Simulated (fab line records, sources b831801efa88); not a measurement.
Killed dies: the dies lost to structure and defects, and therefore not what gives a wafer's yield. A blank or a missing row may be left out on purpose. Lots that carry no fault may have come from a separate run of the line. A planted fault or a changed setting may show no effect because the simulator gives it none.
One fault seen from 2 desks -- flow gf180mcu -- every desk sees just its own numbers, and what lay behind them comes last

## DESK OF THE TOOL OWNER: plasmaAsher-03
The tool's own readings at GF_DUAL_GATE_STRIP_13 (strips in O2/N2): means of the sampled wafers that have a number, for each lot that ran on this tool. If a lot's mean is further than 4 standard deviations from the usual mean, the lot is out of limits and carries the mark OUT (the distance appears in the brackets).
Columns: A = chamberPressureMTorr at GF_DUAL_GATE_STRIP_13, usual 1500.3 mTorr; B = drypumpMotorCurrentA at GF_DUAL_GATE_STRIP_13, usual 5.6 A; C = heaterPowerW at GF_DUAL_GATE_STRIP_13, usual 308 W; D = o2FlowSccm at GF_DUAL_GATE_STRIP_13, usual 3000 sccm; E = oesProductAu at GF_DUAL_GATE_STRIP_13, usual 0.716 a.u.; F = stripTimeToEndpointS at GF_DUAL_GATE_STRIP_13, usual 12.62 s
lot,first seen here,A,B,C,D,E,F
L985,day 8 09:09,1499.9,5.5,296,2998,0.721,12.60
L986,day 8 14:58,1500.9,5.5,300,3006,0.714,12.60
L100,day 12 16:37,1501.6,5.5,301,2997,0.718,12.66
L101,day 12 21:07,1499.4,5.5,309,2988,0.718,12.63
L103,day 13 12:14,1501.0,5.6,299,3012,0.715,12.61
L105,day 14 03:02,1500.8,5.5,303,2997,0.716,12.63
L106,day 14 07:43,1499.7,5.5,301,3005,0.716,12.56
This desk's verdict: no lot among the 7 shows anything out of limits.

## THE METROLOGY DESK
What the gauges read for every lot (on any tool): the sampled wafers with a number, averaged. If a lot's mean is further than 4 standard deviations from the usual mean, the lot is out of limits and carries the mark OUT (the distance appears in the brackets).
Columns: A = DUAL_GATE_OXIDATION_00_THK at GF_DUAL_GATE_THK_MEAS_03, usual 11.06 nm; B = PSD_OVL at GF_PSD_OVL_MEAS_08, usual 0.2 nm
lot,first seen here,A,B
L985,day 7 16:50,10.89,3.1
L986,day 7 22:35,10.83,0.3
L989,day 8 20:08,10.90,0.0
L991,day 9 09:36,11.20,1.4
L992,day 9 15:35,11.05,-
L993,day 9 23:22,11.26,-
L100,day 11 21:34,10.99,-2.4
L101,day 12 01:47,11.18,-0.8
L102,day 12 09:02,11.29,-0.6
L103,day 12 17:05,10.87,0.2
L104,day 13 01:13,11.13,0.7
L105,day 13 06:26,10.89,-0.6
L106,day 13 11:16,11.15,0.6
This desk's verdict: no lot among the 13 shows anything out of limits.

## PUT TOGETHER
The tool owner's desk saw nothing out of limits.
Nothing out of limits was seen by the metrology desk.

## WHAT WAS PUT IN BY THE SIMULATOR
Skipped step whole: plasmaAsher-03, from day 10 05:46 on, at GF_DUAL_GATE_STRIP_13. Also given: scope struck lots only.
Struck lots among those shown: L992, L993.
